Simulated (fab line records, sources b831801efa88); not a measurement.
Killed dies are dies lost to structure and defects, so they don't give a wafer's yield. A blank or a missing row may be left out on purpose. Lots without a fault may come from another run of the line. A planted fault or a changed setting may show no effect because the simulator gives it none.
Problem report in the 8D (eight disciplines) form, filled by code | flow sky130 | the parts of the form that need people (team, actions taken, sign-off) are left out

1. THE PROBLEM
developer_temp_C at SKY_VT_ADJUST_PCH_DEVELOP_06 reads a mean of 22.06 C on 6 wafers of 2 lots; wafers without a fault read 22.98 C with a standard deviation of 0.11. That is -8.3 standard deviations from the usual mean.
The step: develop time 60 s.
First seen on wafer L357.1, day 14 03:00, on litho_track-01. The record holds 39 wafers of 13 lots with a number at this step. Rule for "out", or "out of limits": more than 4 standard deviations from the usual mean. The other wafers with a number count as sound.

2. WHAT IT IS AND WHAT IT IS NOT
question                    | is                     | is not
which readings at this step | developer_temp_C       | chill_plate_temp_C
which lots                  | L357, L358             | L345, L347, L348, L349, L351, L354, L356, L360, L366, L367, L368
which wafers of those lots  | all that have a number | -
read on which tools         | litho_track-01         | litho_track-02, litho_track-04
when                        | from day 14 03:00      | up to then (21 sound wafers); but 12 sound wafers of L360, L366, L367, L368 came after

3. SUSPECTS, AND WHAT RULES EACH OUT
Counting: a tool at a process step up to the reading stays a suspect if it ran every lot that is out and no sound lot after the first of them.
- litho_track-01 at SKY_VT_ADJUST_PCH_DEVELOP_06 (develop time 60 s): ruled out as a lasting fault. Sound lots L366, L368 ran on it after its first lot that is out, L357 (day 14 03:00).
Left after counting: nothing in the record.

4. THE CAUSE (what the simulator had put in)
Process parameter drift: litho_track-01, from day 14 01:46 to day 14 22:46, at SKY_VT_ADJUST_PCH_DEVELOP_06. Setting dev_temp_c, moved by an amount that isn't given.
Counting ruled it out, wrongly.

5. THE CHAIN OF EFFECTS, in route order
Each row: a reading whose mean over the struck wafers that have a number lies more than 3 standard deviations from the usual. Only readings for which the record gives a usual standard deviation are gone through. hours: the time from each lot's start at the first step in this table that gives one to its start at this step, as a median over the lots. sigmas: the change in usual standard deviations.
hours | step                         | reading          | usual   | on struck wafers | change | sigmas
0     | SKY_VT_ADJUST_PCH_DEVELOP_06 | developer_temp_C | 22.98 C | 22.06            | -0.92  | -8.3
The process steps in it:
- SKY_VT_ADJUST_PCH_DEVELOP_06: develop time 60 s.
Later measuring or inspecting steps at which every struck wafer that the step has a row for has a number for every such reading, and none has moved that far: SKY_POLY_CUT_OVL_MEAS_09.

6. WHAT WOULD HAVE CAUGHT IT SOONER
In this record the first reading out of limits was taken at day 14 03:00, 1 hour after the fault began at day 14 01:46.
